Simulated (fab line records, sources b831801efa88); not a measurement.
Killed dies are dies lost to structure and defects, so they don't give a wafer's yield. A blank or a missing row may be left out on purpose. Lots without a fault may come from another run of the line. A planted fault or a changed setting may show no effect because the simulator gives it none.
Which tool did it? | flow gf180mcu | 11 lots, 33 wafers sampled, at 4 steps of a route of 602

WHAT THE GAUGES READ, wafer by wafer
GF_V4_THK_MEAS_03.
lot  | measured     | on            | V4_CVD_02_THK (nm)
L268 | day 24 04:49 | film_metro-04 | 832 837 846
L269 | day 24 20:49 | film_metro-02 | 837 838 848
L273 | day 26 07:11 | film_metro-04 | 823 824 831
L274 | day 26 14:24 | film_metro-03 | 831 839 849
L275 | day 26 21:39 | film_metro-03 | 827 843 851
L281 | day 28 12:22 | film_metro-03 | 835 852 855
L284 | day 29 11:02 | film_metro-03 | 772 777 798
L285 | day 29 19:55 | film_metro-02 | 779 787 796
L288 | day 30 14:28 | film_metro-04 | 850 854 872
L289 | day 31 02:19 | film_metro-03 | 828 847 841
L290 | day 31 07:20 | film_metro-04 | 825 835 856

WHICH TOOL RAN EACH LOT (tool, then ch and the chambers of the sampled wafers, then the start)
lot  | GF_V3_SPUTTER_21             | GF_M4_STRIP_17                       | GF_V4_CVD_02
L268 | pvd_sputter-01, day 23 03:56 | plasma_asher-02 ch 0,1, day 24 04:05 | pecvd-02 ch 0,2, day 24 04:44
L269 | pvd_sputter-01, day 23 20:40 | plasma_asher-01 ch 0,1, day 24 20:05 | pecvd-01 ch 0,1, day 24 20:44
L273 | pvd_sputter-01, day 25 07:28 | plasma_asher-01 ch 0,1, day 26 06:26 | pecvd-02 ch 0,1,2, day 26 07:06
L274 | pvd_sputter-03, day 25 14:25 | plasma_asher-02 ch 0,1, day 26 13:38 | pecvd-02 ch 0,1, day 26 14:20
L275 | pvd_sputter-03, day 25 22:05 | plasma_asher-02 ch 0,1, day 26 20:53 | pecvd-02 ch 0,1,2, day 26 21:35
L281 | pvd_sputter-03, day 27 13:22 | plasma_asher-03 ch 0,1, day 28 11:37 | pecvd-01 ch 0,1, day 28 12:16
L284 | pvd_sputter-03, day 28 12:49 | plasma_asher-03 ch 0,1, day 29 10:17 | pecvd-02 ch 1,2, day 29 10:58
L285 | pvd_sputter-03, day 28 22:10 | plasma_asher-02 ch 0,1, day 29 19:10 | pecvd-02 ch 0,1, day 29 19:51
L288 | pvd_sputter-03, day 29 17:04 | plasma_asher-01 ch 0,1, day 30 13:43 | pecvd-04 ch 0,1, day 30 14:23
L289 | pvd_sputter-04, day 30 05:11 | plasma_asher-02 ch 0,1, day 31 01:34 | pecvd-01 ch 1,2, day 31 02:14
L290 | pvd_sputter-03, day 30 11:20 | plasma_asher-01 ch 0,1, day 31 06:35 | pecvd-01 ch 0,2, day 31 07:15
- GF_V3_SPUTTER_21: material Ti, target thk 15 nm, time 80.02 s.
- GF_M4_STRIP_17: strips in O2/N2.
- GF_V4_CVD_02: deposits SiO2 from TEOS, target thk 850 nm, time 94.851 s.

THE ANSWER, worked out from the rows above alone
Rule: what is usual is taken from the lots themselves. Put in order of their means at a reading, lots are off if they are a third of the lots or fewer, leave a main group of 4 or more, and stand apart from it by a gap of 3 or more times the standard deviation of the main group's means; of several such gaps the widest counts. A main group whose means are all the same, to the digits that the tables above print for the reading, isn't used. A lot without any number at a reading at which 4 lots or more have one is off too. The other lots that the step has rows for count as sound.
Off: L284, L285, at GF_V4_THK_MEAS_03 (V4_CVD_02_THK). The main group: mean 841 nm, standard deviation 8.1.
A tool fits if, at a process step before that reading, it ran every lot that is off, and no sound lot after the first of them. The gauges at GF_V4_THK_MEAS_03 are tried like those tools. One fits: pecvd-02 at GF_V4_CVD_02. Its last sound lot is L275 (day 26 21:35), its first lot that is off L284 (day 29 10:58): a fault that began between those two fits.

WHAT THE SIMULATOR HAD PUT IN
Process parameter drift: pecvd-02, from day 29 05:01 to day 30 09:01, at GF_V4_CVD_02. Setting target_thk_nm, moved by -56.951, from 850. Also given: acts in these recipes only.
Lots struck among those shown: L284, L285. The rule above found the same.
